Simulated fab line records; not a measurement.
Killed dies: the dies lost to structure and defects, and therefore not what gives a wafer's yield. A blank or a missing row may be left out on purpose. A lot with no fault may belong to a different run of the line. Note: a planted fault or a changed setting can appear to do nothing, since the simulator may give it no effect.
fab line records	flow gf180mcu
record lots=24	wafers=72	lastDay=34
route steps=602 shown DNWELL@41 M3@412 V3@447 V4@480 M5@536 V5@555
lots with no fault: from the same line, run without faults
startH: hours from the record's first day to the start of the lot's first wafer shown	waitH: hours from the lot's prior step to this one	" same as the row above	L1.1+2: several wafers, shown together as one row	- value missing, or start not given	* or withheld: withheld	< > ~ a bound
route shown NAME@n: a module of which the file shows steps, and the number in the route of the first	usual: mean and standard deviation over wafers with no fault	same: alike in all rows	chamber/n: place in a boat	sites: each site's reading	_std_site: standard deviation across them	_edge_site: inner sites' mean taken away from outer sites' mean	radiusMm: how far each site lies from the wafer's centre	mask NAME#n: copy n	behind: tool/chamber where the wafer was last shaped	hold: why the lot was held/for how many hours/how that ended	device: transistor that didn't switch, given as n, p or np	end of line: the route-end tests of the same wafers	where a step has no rows: the recipe by itself	killed: not the wafer's yield, but the dies lost to structure and defects at the first sort	map: shows each die of a wafer: x if killed, . if not, _ if none is there
set.NAME: the setting that was run; set.NAME@STEP: the one run at that earlier step	model.NAME: the simulator's own value behind a step, which no gauge read
steps of the route over a sample of lots; a table a step, a row a wafer
services: the hour from which a tool's chamber was out of use, counted from the record's first day as startH (under 0 if before that day), plus the number of hours and why
## steps
# step GF_DNWELL_TW_MEAS_09
# usual DNWELL_TW=1352/8.8
lot.wafer	tool	chamber	startH	waitH	DNWELL_TW
L074.1	filmMetro-01	-	43.62	0.1	1365
L074.4	"	-	"	"	1362
L074.5	"	-	"	"	1356
L075.1	filmMetro-03	-	49.79	0.1	1343
L075.4	"	-	"	"	1335
L075.5	"	-	"	"	1335
L076.2	filmMetro-03	-	53.18	0.1	1337
L076.4	"	-	"	"	1340
L076.6	"	-	"	"	1338
L077.3	filmMetro-01	-	58.61	0.1	1358
L077.5	"	-	"	"	1361
L077.6	"	-	"	"	1362
L078.1	filmMetro-01	-	64.24	0.1	1357
L078.5	"	-	"	"	1366
L078.6	"	-	"	"	1358
L079.1	filmMetro-04	-	68.99	0.1	1353
L079.5	"	-	"	"	1341
L079.6	"	-	"	"	1353
L080.1	filmMetro-03	-	79.07	0.1	1359
L080.2	"	-	"	"	1356
L080.5	"	-	"	"	1349
L081.1	filmMetro-04	-	81.57	0.1	1353
L081.3	"	-	"	"	1364
L081.4	"	-	"	"	1362
L082.1	filmMetro-04	-	85.17	0.1	1351
L082.4	"	-	"	"	1354
L082.6	"	-	"	"	1352
L083.1	filmMetro-01	-	90.67	0.1	1352
L083.4	"	-	"	"	1353
L083.5	"	-	"	"	1357
L084.2	filmMetro-01	-	99.90	0.1	1349
L084.3	"	-	"	"	1353
L084.5	"	-	"	"	1350
L085.1	filmMetro-03	-	101.46	0.1	1350
L085.2	"	-	"	"	1350
L085.4	"	-	"	"	1356
L086.1	filmMetro-03	-	106.47	0.1	1346
L086.5	"	-	"	"	1356
L086.6	"	-	"	"	1346
L087.1	filmMetro-01	-	112.17	0.1	1352
L087.4	"	-	"	"	1344
L087.5	"	-	"	"	1355
L088.2	filmMetro-04	-	117.82	0.1	1358
L088.4	"	-	"	"	1349
L088.6	"	-	"	"	1345
L089.1	filmMetro-01	-	121.96	0.1	1364
L089.4	"	-	"	"	1369
L089.6	"	-	"	"	1361
L090.1	filmMetro-03	-	127.96	0.1	1357
L090.3	"	-	"	"	1350
L090.5	"	-	"	"	1356
L091.1	filmMetro-04	-	133.66	0.1	1358
L091.2	"	-	"	"	1350
L091.4	"	-	"	"	1352
L092.1	filmMetro-04	-	140.02	0.1	1336
L092.3	"	-	"	"	1335
L092.5	"	-	"	"	1325
L093.1	filmMetro-04	-	144.49	0.1	1336
L093.3	"	-	"	"	1341
L093.5	"	-	"	"	1347
L094.1	filmMetro-04	-	149.17	0.1	1355
L094.2	"	-	"	"	1349
L094.5	"	-	"	"	1343
L095.1	filmMetro-03	-	154.54	0.1	1350
L095.2	"	-	"	"	1353
L095.4	"	-	"	"	1342
L096.1	filmMetro-03	-	159.41	0.1	1354
L096.2	"	-	"	"	1342
L096.4	"	-	"	"	1350
L097.2	filmMetro-03	-	164.92	0.1	1350
L097.3	"	-	"	"	1346
L097.4	"	-	"	"	1350
# step GF_M3_SPUTTER_03
# recipe material=Ti	targetThkNm=10	substrateTempC=300	chamberPressurePa=0.3	powerW=3000	timeS=6.7
# usual chamberPressurePa=0.3000/0.0007	throttleValvePct=30.1/1
lot.wafer	tool	chamber	startH	waitH	chamberPressurePa	throttleValvePct
L074.1	pvdSputter-04	-	462.79	0.0	0.3010	29.7
L074.4	"	-	"	"	0.2994	30.1
L074.5	"	-	"	"	0.3007	29.8
L075.1	pvdSputter-04	-	480.29	0.0	0.3000	30.2
L075.4	"	-	"	"	0.2992	31.1
L075.5	"	-	"	"	0.2998	30.9
L076.2	pvdSputter-01	-	489.12	0.0	0.3011	29.8
L076.4	"	-	"	"	0.2997	29.7
L076.6	"	-	"	"	0.3008	31.7
L077.3	pvdSputter-03	-	496.77	0.0	0.3002	30.3
L077.5	"	-	"	"	0.2996	27.7
L077.6	"	-	"	"	0.2997	30.6
L078.1	pvdSputter-04	-	501.85	0.0	0.3008	30.1
L078.5	"	-	"	"	0.2989	30.8
L078.6	"	-	"	"	0.2996	30.1
L079.1	pvdSputter-03	-	507.81	0.0	0.3000	31.7
L079.5	"	-	"	"	0.3001	27.3
L079.6	"	-	"	"	0.3008	30.3
L080.1	pvdSputter-03	-	530.70	0.0	0.2993	27.4
L080.2	"	-	"	"	0.3013	30.3
L080.5	"	-	"	"	0.3005	30.5
L081.1	pvdSputter-01	-	535.29	0.0	0.2995	31.7
L081.3	"	-	"	"	0.2998	29.8
L081.4	"	-	"	"	0.2997	29.9
L082.1	pvdSputter-01	-	536.67	0.0	0.2989	29.3
L082.4	"	-	"	"	0.2987	32.0
L082.6	"	-	"	"	0.3006	29.7
L083.1	pvdSputter-01	-	546.10	0.0	0.3001	30.3
L083.4	"	-	"	"	0.3006	31.5
L083.5	"	-	"	"	0.2998	29.6
L084.2	pvdSputter-04	-	561.19	0.0	0.2999	31.6
L084.3	"	-	"	"	0.2994	30.4
L084.5	"	-	"	"	0.3008	31.0
L085.1	pvdSputter-01	-	563.37	0.0	0.2999	29.3
L085.2	"	-	"	"	0.2997	29.6
L085.4	"	-	"	"	0.3003	29.8
L086.1	pvdSputter-04	-	571.00	0.0	0.2997	30.2
L086.5	"	-	"	"	0.2998	31.0
L086.6	"	-	"	"	0.2999	29.8
L087.1	pvdSputter-01	-	580.32	0.0	0.3012	30.0
L087.4	"	-	"	"	0.3008	29.2
L087.5	"	-	"	"	0.2999	30.3
L088.2	pvdSputter-04	-	587.67	0.0	0.3005	30.2
L088.4	"	-	"	"	0.3008	30.3
L088.6	"	-	"	"	0.3014	31.1
L089.1	pvdSputter-04	-	596.01	0.0	0.3005	29.8
L089.4	"	-	"	"	0.3000	29.9
L089.6	"	-	"	"	0.2998	30.3
L090.1	pvdSputter-04	-	604.32	0.0	0.2996	30.1
L090.3	"	-	"	"	0.2996	30.3
L090.5	"	-	"	"	0.3011	31.5
L091.1	pvdSputter-03	-	608.87	0.0	0.2998	31.6
L091.2	"	-	"	"	0.2991	29.3
L091.4	"	-	"	"	0.3002	30.3
L092.1	pvdSputter-04	-	620.27	0.0	0.3006	30.7
L092.3	"	-	"	"	0.3005	30.1
L092.5	"	-	"	"	0.2997	30.2
L093.1	pvdSputter-03	-	621.20	0.0	0.2990	29.5
L093.3	"	-	"	"	0.2996	31.8
L093.5	"	-	"	"	0.2998	30.4
L094.1	pvdSputter-04	-	630.10	0.0	0.2999	30.2
L094.2	"	-	"	"	0.3007	31.2
L094.5	"	-	"	"	0.3001	30.0
L095.1	pvdSputter-04	-	634.04	0.0	0.3012	29.9
L095.2	"	-	"	"	0.3003	30.9
L095.4	"	-	"	"	0.3013	31.0
L096.1	pvdSputter-03	-	645.57	0.0	0.3001	30.5
L096.2	"	-	"	"	0.3000	31.3
L096.4	"	-	"	"	0.3003	29.5
L097.2	pvdSputter-01	-	646.52	0.0	0.2996	31.9
L097.3	"	-	"	"	0.2995	29.7
L097.4	"	-	"	"	0.2997	29.8
# step GF_V3_STRIP_18
# recipe chemistry=O2/N2	powerW=1400	pressureMtorr=1500	platenTempC=250	o2FlowSccm=3000	n2FlowSccm=300	overashFraction=0.5
# usual drypumpMotorCurrentA=5.73/0.099	heaterPowerW=349/13	oesProductAu=0.593/0.0047	platenTempC=249.99/0.18
# same overashFraction=0.5
lot.wafer	tool	chamber	startH	waitH	drypumpMotorCurrentA	heaterPowerW	oesProductAu	platenTempC	rfHoursCounterH
L074.1	plasmaAsher-02	0	511.71	-	5.54	340	0.582	250.19	92
L074.4	"	1	"	"	5.81	352	0.596	249.96	-
L074.5	"	0	"	"	5.54	333	0.597	249.96	-
L075.1	plasmaAsher-02	0	530.32	-	5.54	343	0.589	250.03	94
L075.4	"	0	"	"	5.50	338	0.593	250.02	-
L075.5	"	0	"	"	5.53	342	0.594	250.04	-
L076.2	plasmaAsher-03	1	537.19	-	5.70	369	0.594	250.17	43
L076.4	"	1	"	"	5.69	375	0.605	249.73	-
L076.6	"	0	"	"	5.72	332	0.593	249.96	-
L077.3	plasmaAsher-03	1	545.34	-	5.69	374	0.592	250.00	-
L077.5	"	0	"	"	5.70	324	0.592	249.93	-
L077.6	"	1	"	"	5.68	369	0.591	249.95	-
L078.1	plasmaAsher-03	1	549.52	-	5.71	374	0.590	250.03	44
L078.5	"	0	"	"	5.72	334	0.589	249.78	-
L078.6	"	1	"	"	5.73	385	0.587	250.06	-
L079.1	plasmaAsher-03	0	556.37	-	5.70	335	0.601	249.67	45
L079.5	"	1	"	"	5.70	369	0.585	249.80	-
L079.6	"	0	"	"	5.69	332	0.591	249.73	-
L080.1	plasmaAsher-04	1	577.02	-	5.73	344	0.592	249.87	79
L080.2	"	0	"	"	5.83	352	0.599	250.14	79
L080.5	"	1	"	"	5.71	349	0.586	249.90	-
L081.1	plasmaAsher-02	0	581.56	-	5.53	335	0.588	249.99	99
L081.3	"	1	"	"	5.79	348	0.594	249.94	-
L081.4	"	0	"	"	5.55	331	0.595	249.89	-
L082.1	plasmaAsher-04	0	582.44	-	5.84	354	0.593	250.04	80
L082.4	"	0	"	"	5.85	360	0.597	249.60	-
L082.6	"	1	"	"	5.75	337	0.591	249.94	-
L083.1	plasmaAsher-04	0	590.64	-	5.83	353	0.587	249.86	81
L083.4	"	1	"	"	5.74	336	0.588	250.09	-
L083.5	"	1	"	"	5.75	345	0.602	250.15	-
L084.2	plasmaAsher-02	1	605.76	-	5.79	350	0.591	250.11	100
L084.3	"	1	"	"	5.80	354	0.597	250.01	-
L084.5	"	0	"	"	5.52	333	0.594	250.45	-
L085.1	plasmaAsher-04	0	607.37	-	5.84	356	0.594	250.35	83
L085.2	"	1	"	"	5.73	345	0.600	250.10	83
L085.4	"	0	"	"	5.86	364	0.600	250.38	-
L086.1	plasmaAsher-02	1	615.66	-	5.79	360	0.592	249.65	101
L086.5	"	1	"	"	5.80	346	0.597	250.01	-
L086.6	"	0	"	"	5.53	341	0.597	250.18	-
L087.1	plasmaAsher-04	0	623.36	-	5.85	352	0.586	249.98	85
L087.4	"	0	"	"	5.85	358	0.591	250.26	-
L087.5	"	1	"	"	5.73	347	0.591	250.03	-
L088.2	plasmaAsher-04	0	631.36	-	5.83	342	0.594	250.13	86
L088.4	"	1	"	"	5.78	341	0.590	250.11	-
L088.6	"	0	"	"	5.86	351	0.588	249.98	-
L089.1	plasmaAsher-04	0	638.79	-	5.84	358	0.589	250.05	87
L089.4	"	1	"	"	5.73	352	0.585	249.85	-
L089.6	"	1	"	"	5.76	345	0.594	250.00	-
L090.1	plasmaAsher-03	1	646.47	-	5.73	368	0.594	249.77	55
L090.3	"	0	"	"	5.69	327	0.589	249.87	-
L090.5	"	1	"	"	5.74	369	0.592	249.98	-
L091.1	plasmaAsher-04	0	651.09	-	5.84	347	0.591	250.25	88
L091.2	"	1	"	"	5.70	342	0.598	250.39	88
L091.4	"	0	"	"	5.86	353	0.594	250.04	-
L092.1	plasmaAsher-04	1	661.87	-	5.69	343	0.596	250.25	89
L092.3	"	1	"	"	5.72	342	0.594	250.11	-
L092.5	"	0	"	"	5.87	350	0.597	250.03	-
L093.1	plasmaAsher-02	1	662.66	-	5.78	356	0.594	250.15	105
L093.3	"	1	"	"	5.79	349	0.593	249.97	-
L093.5	"	1	"	"	5.78	350	0.593	250.20	-
L094.1	plasmaAsher-03	1	669.06	-	5.73	371	0.597	250.18	57
L094.2	"	0	"	"	5.70	332	0.598	249.84	57
L094.5	"	0	"	"	5.70	336	0.595	249.97	-
L095.1	plasmaAsher-02	0	678.37	-	5.53	333	0.602	249.92	106
L095.2	"	1	"	"	5.79	354	0.586	249.91	106
L095.4	"	0	"	"	5.54	333	0.588	249.99	-
L096.1	plasmaAsher-04	1	688.90	-	5.71	348	0.595	249.67	92
L096.2	"	0	"	"	5.85	342	0.591	249.94	92
L096.4	"	1	"	"	5.70	338	0.587	249.79	-
L097.2	plasmaAsher-03	1	688.91	-	5.72	373	0.590	249.72	59
L097.3	"	1	"	"	5.69	374	0.591	249.82	-
L097.4	"	0	"	"	5.70	326	0.592	250.06	-
# step GF_V4_CMP_04
# recipe material=SiO2	downForcePsi=4	platenRpm=60	padVelocityMS=0.94248
# usual motorCurrentA=12.8/1	platenRpm=60.00/0.036	timeToEndpointS=78/4.9
lot.wafer	tool	chamber	startH	waitH	motorCurrentA	platenRpm	timeToEndpointS
L074.4	cmp-02	2	537.09	0.1	13.9	59.97	82
L074.1	"	0	"	"	12.2	59.98	66
L074.5	"	1	"	"	14.5	60.01	79
L075.4	cmp-01	2	555.80	0.0	11.1	59.98	92
L075.1	"	1	"	"	12.6	60.00	89
L075.5	"	2	"	"	11.3	59.94	93
L076.2	cmp-01	3	562.26	0.1	12.4	59.99	72
L076.4	"	0	"	"	12.7	60.01	80
L076.6	"	2	"	"	11.3	60.00	81
L077.3	cmp-02	1	569.81	0.1	13.5	60.05	77
L077.5	"	3	"	"	12.1	60.03	81
L077.6	"	0	"	"	12.0	59.90	80
L078.1	cmp-02	2	573.41	0.1	13.8	60.00	78
L078.6	"	1	"	"	15.2	59.96	83
L078.5	"	2	"	"	13.2	60.01	83
L079.1	cmp-01	0	580.53	0.1	12.6	60.04	72
L079.6	"	0	"	"	12.8	60.04	79
L079.5	"	1	"	"	13.7	60.00	76
L080.2	cmp-01	1	600.12	0.1	13.0	59.99	73
L080.1	"	2	"	"	11.6	59.97	73
L080.5	"	0	"	"	13.4	60.01	77
L081.1	cmp-01	0	604.81	0.1	12.5	60.00	67
L081.3	"	1	"	"	13.1	59.99	73
L081.4	"	2	"	"	11.4	60.01	73
L082.1	cmp-02	0	605.73	0.1	12.3	59.96	72
L082.4	"	2	"	"	13.8	59.97	83
L082.6	"	0	"	"	12.5	59.94	76
L083.4	cmp-02	1	613.74	0.1	14.5	60.00	76
L083.1	"	3	"	"	12.2	59.96	81
L083.5	"	1	"	"	14.5	60.05	78
L084.2	cmp-02	3	629.34	0.1	11.6	60.04	77
L084.3	"	0	"	"	11.8	60.04	84
L084.5	"	1	"	"	14.0	59.99	87
L085.1	cmp-02	3	630.59	0.3	11.9	60.07	71
L085.2	"	0	"	"	12.5	59.98	73
L085.4	"	1	"	"	14.4	60.00	74
L086.1	cmp-02	3	638.69	0.5	12.1	60.00	82
L086.5	"	0	"	"	11.7	60.04	83
L086.6	"	1	"	"	15.4	60.04	83
L087.1	cmp-02	0	646.96	0.4	12.3	60.02	82
L087.4	"	1	"	"	14.7	59.96	83
L087.5	"	0	"	"	12.4	59.95	87
L088.2	cmp-02	1	654.02	0.5	14.4	60.00	79
L088.4	"	2	"	"	13.5	60.06	84
L088.6	"	0	"	"	11.9	60.05	78
L089.1	cmp-02	0	666.40	5.9	11.8	60.00	72
L089.4	"	3	"	"	12.4	59.96	75
L089.6	"	1	"	"	14.2	60.05	76
L090.3	cmp-02	0	671.20	3.0	11.8	59.98	76
L090.1	"	2	"	"	14.3	59.99	73
L090.5	"	1	"	"	14.4	59.93	76
L091.1	cmp-02	1	673.90	2.6	14.1	60.05	76
L091.4	"	2	"	"	14.0	60.01	81
L091.2	"	0	"	"	12.0	60.06	75
L092.1	cmp-01	1	687.50	0.1	13.6	59.98	76
L092.3	"	3	"	"	12.0	59.93	73
L092.5	"	1	"	"	12.8	60.05	82
L093.3	cmp-01	3	688.22	0.0	12.5	60.03	76
L093.1	"	1	"	"	13.2	59.96	72
L093.5	"	0	"	"	12.4	60.00	80
L094.1	cmp-01	0	692.71	0.1	12.4	60.09	76
L094.2	"	2	"	"	11.3	59.97	74
L094.5	"	0	"	"	12.3	60.01	73
L095.2	cmp-01	3	699.74	0.1	11.5	60.02	77
L095.4	"	0	"	"	12.5	60.03	83
L095.1	"	2	"	"	11.1	60.01	72
L097.2	cmp-01	0	709.83	0.0	13.1	60.01	72
L097.4	"	2	"	"	11.3	59.98	77
L097.3	"	3	"	"	11.6	59.98	69
L096.1	cmp-01	3	710.43	0.2	11.3	60.07	80
L096.2	"	1	"	"	13.7	59.90	77
L096.4	"	2	"	"	11.3	59.95	82
# step GF_M5_METAL_ETCH_10
# recipe chemistry=Cl2/BCl3	maskMaterial=KrF	targetDepthNm=750.8	stopOn=SiO2	pressureMtorr=8	icpW=800	biasW=140	Cl2_flow_sccm=80	bcl3FlowSccm=40	timeS=125.1
# usual drypumpMotorCurrentA=5.8/0.41	oesProductAu=0.989/0.006	throttleValvePct=28.231/0.011
lot.wafer	tool	chamber	startH	waitH	drypumpMotorCurrentA	oesProductAu	rfHoursCounterH	throttleValvePct
L074.1	rieMetal-04	1	604.36	0.0	6.5	0.982	12	28.243
L074.4	"	1	"	"	6.5	0.982	-	28.222
L074.5	"	0	"	"	5.9	0.987	-	28.226
L075.1	rieMetal-01	0	621.71	0.0	5.5	0.983	6	28.238
L075.4	"	1	"	"	5.8	0.992	-	28.232
L075.5	"	1	"	"	5.9	0.981	-	28.236
L076.2	rieMetal-01	0	629.00	0.1	5.4	0.983	-	28.232
L076.4	"	0	"	"	5.4	0.985	-	28.225
L076.6	"	0	"	"	5.4	0.988	-	28.238
L077.3	rieMetal-02	1	635.05	0.1	5.1	0.994	-	28.230
L077.5	"	0	"	"	5.7	0.988	-	28.248
L077.6	"	1	"	"	5.1	0.995	-	28.211
L078.1	rieMetal-01	0	639.03	0.0	5.5	0.987	7	28.229
L078.5	"	0	"	"	5.5	0.983	-	28.223
L078.6	"	0	"	"	5.5	0.986	-	28.249
L079.1	rieMetal-02	1	645.11	0.0	5.1	1.000	8	28.212
L079.5	"	1	"	"	5.1	0.994	-	28.226
L079.6	"	0	"	"	5.7	0.985	-	28.226
L080.1	rieMetal-04	1	662.90	0.0	6.5	0.988	14	28.232
L080.2	"	0	"	"	5.9	0.993	5	28.232
L080.5	"	0	"	"	5.9	0.980	-	28.237
L081.1	rieMetal-02	0	666.35	0.0	5.8	0.987	14	28.225
L081.3	"	0	"	"	5.7	0.986	-	28.240
L081.4	"	1	"	"	5.1	1.000	-	28.230
L082.1	rieMetal-04	1	667.51	0.0	6.5	0.991	14	28.216
L082.4	"	1	"	"	6.5	0.988	-	28.233
L082.6	"	1	"	"	6.5	0.995	-	28.254
L083.1	rieMetal-02	1	673.71	0.0	5.1	0.998	10	28.233
L083.4	"	1	"	"	5.1	0.999	-	28.213
L083.5	"	1	"	"	5.1	0.994	-	28.231
L084.2	rieMetal-04	0	688.66	0.0	5.9	0.990	6	28.232
L084.3	"	0	"	"	5.9	0.983	-	28.227
L084.5	"	0	"	"	5.9	0.984	-	28.229
L085.1	rieMetal-01	0	689.13	0.0	5.4	0.985	9	28.249
L085.2	"	1	"	"	5.9	0.992	3	28.235
L085.4	"	0	"	"	5.5	0.981	-	28.238
L086.1	rieMetal-04	1	702.40	0.0	6.5	0.984	15	28.222
L086.5	"	1	"	"	6.5	0.980	-	28.233
L086.6	"	0	"	"	5.9	0.988	-	28.252
L087.1	rieMetal-01	1	709.15	0.0	5.8	0.980	4	28.220
L087.4	"	1	"	"	5.8	0.988	-	28.222
L087.5	"	0	"	"	5.4	0.988	-	28.227
L088.2	rieMetal-01	1	713.93	0.0	5.8	0.988	4	28.230
L088.4	"	1	"	"	5.8	0.988	-	28.221
L088.6	"	1	"	"	5.8	0.991	-	28.233
L089.1	rieMetal-01	1	722.68	0.0	5.8	0.997	4	28.226
L089.4	"	1	"	"	5.8	0.993	-	28.215
L089.6	"	0	"	"	5.4	0.993	-	28.243
L090.1	rieMetal-04	0	728.81	0.0	5.9	0.988	8	28.229
L090.3	"	0	"	"	5.9	0.980	-	28.225
L090.5	"	0	"	"	5.9	0.988	-	28.236
L091.1	rieMetal-01	0	731.93	0.0	5.5	0.981	11	28.252
L091.2	"	1	"	"	5.8	0.983	5	28.243
L091.4	"	1	"	"	5.8	0.989	-	28.226
L092.1	rieMetal-02	0	745.01	0.0	5.8	0.994	3	28.213
L092.3	"	1	"	"	5.1	0.990	-	28.220
L092.5	"	0	"	"	5.8	0.988	-	28.230
L093.1	rieMetal-04	1	745.35	0.0	6.5	0.994	0	28.195
L093.3	"	0	"	"	5.9	0.988	-	28.242
L093.5	"	0	"	"	5.9	0.989	-	28.245
L094.1	rieMetal-01	0	749.03	0.0	5.5	0.989	12	28.227
L094.2	"	1	"	"	5.8	0.999	5	28.229
L094.5	"	1	"	"	5.8	0.987	-	28.231
L095.1	rieMetal-01	1	754.38	0.0	5.8	0.994	6	28.215
L095.2	"	0	"	"	5.5	0.987	12	28.235
L095.4	"	0	"	"	5.4	0.981	-	28.228
L097.2	rieMetal-01	0	763.41	0.0	5.5	0.981	13	28.228
L097.3	"	0	"	"	5.5	0.985	-	28.223
L097.4	"	1	"	"	5.8	0.998	-	28.239
L096.1	rieMetal-04	0	765.46	0.0	6.0	0.985	11	28.217
L096.2	"	1	"	"	6.5	0.994	1	28.240
L096.4	"	1	"	"	6.5	0.991	-	28.229
# step GF_V5_OVL_MEAS_15
# usual V5_OVL=-1/4.5
lot.wafer	tool	chamber	startH	waitH	V5_OVL[nm]
L074.1	overlay-01	-	626.44	0.1	-5
L074.4	"	-	"	"	2
L074.5	"	-	"	"	-1
L075.1	overlay-01	-	643.69	0.1	-7
L075.4	"	-	"	"	-9
L075.5	"	-	"	"	-11
L076.2	overlay-01	-	650.51	0.1	-9
L076.4	"	-	"	"	1
L076.6	"	-	"	"	3
L077.3	overlay-01	-	656.90	0.1	-1
L077.5	"	-	"	"	-1
L077.6	"	-	"	"	-1
L078.1	overlay-02	-	660.34	0.1	4
L078.5	"	-	"	"	4
L078.6	"	-	"	"	1
L079.1	overlay-02	-	666.23	0.1	1
L079.5	"	-	"	"	-2
L079.6	"	-	"	"	1
L080.1	overlay-01	-	686.84	0.1	2
L080.2	"	-	"	"	6
L080.5	"	-	"	"	4
L081.1	overlay-02	-	688.95	0.1	7
L081.3	"	-	"	"	6
L081.4	"	-	"	"	8
L082.1	overlay-02	-	690.49	0.1	3
L082.4	"	-	"	"	0
L082.6	"	-	"	"	-2
L083.1	overlay-01	-	696.09	0.1	-5
L083.4	"	-	"	"	-3
L083.5	"	-	"	"	-1
L084.2	overlay-02	-	708.74	0.1	8
L084.3	"	-	"	"	2
L084.5	"	-	"	"	-1
L085.1	overlay-01	-	709.44	0.1	0
L085.2	"	-	"	"	-6
L085.4	"	-	"	"	-1
L086.1	overlay-02	-	721.69	0.1	3
L086.5	"	-	"	"	1
L086.6	"	-	"	"	0
L087.1	overlay-01	-	728.09	0.1	2
L087.4	"	-	"	"	0
L087.5	"	-	"	"	-3
L088.2	overlay-02	-	732.84	0.1	-6
L088.4	"	-	"	"	3
L088.6	"	-	"	"	-2
L089.1	overlay-01	-	741.44	0.1	-7
L089.4	"	-	"	"	-13
L089.6	"	-	"	"	-7
L090.1	overlay-01	-	747.79	0.1	-7
L090.3	"	-	"	"	0
L090.5	"	-	"	"	-1
L091.1	overlay-01	-	750.43	0.1	-4
L091.2	"	-	"	"	-3
L091.4	"	-	"	"	-2
L092.1	overlay-02	-	763.00	0.1	7
L092.3	"	-	"	"	-3
L092.5	"	-	"	"	0
L093.1	overlay-02	-	763.54	0.1	-5
L093.3	"	-	"	"	-7
L093.5	"	-	"	"	-1
L094.1	overlay-02	-	766.54	0.1	2
L094.2	"	-	"	"	0
L094.5	"	-	"	"	-4
L095.1	overlay-01	-	771.89	0.1	-6
L095.2	"	-	"	"	-3
L095.4	"	-	"	"	2
L097.2	overlay-02	-	781.16	0.1	5
L097.3	"	-	"	"	2
L097.4	"	-	"	"	5
L096.1	overlay-02	-	782.75	0.1	2
L096.2	"	-	"	"	8
L096.4	"	-	"	"	1
## services
tool	chamber	startH	hours	kind
cmp-01	-	442.50	2.4	repair
plasmaAsher-03	-	445.08	2.3	repair
rieMetal-04	0	446.37	49.3	repair
cmp-02	-	462.89	5.3	repair
cmp-01	-	501.51	3.1	repair
cmp-02	-	527.75	6.4	pm
rieMetal-04	1	556.56	3.7	repair
cmp-02	-	557.09	1.0	repair
cmp-01	-	559.21	3.0	pm
cmp-01	-	572.00	4.0	pm
cmp-02	-	591.86	2.5	pm
plasmaAsher-04	-	609.67	1.9	repair
cmp-01	-	616.97	56.3	repair
rieMetal-01	1	621.91	18.8	repair
pvdSputter-04	-	626.23	2.3	repair
plasmaAsher-04	-	644.92	1.0	repair
cmp-01	-	646.14	0.3	repair
cmp-02	-	662.18	3.0	repair
pvdSputter-04	-	664.57	0.5	repair
cmp-01	-	673.22	5.5	pm
cmp-01	-	706.33	0.9	repair
cmp-02	-	744.27	4.0	pm
cmp-02	-	747.56	0.8	repair
cmp-02	-	763.00	1.4	repair
## key
fault none
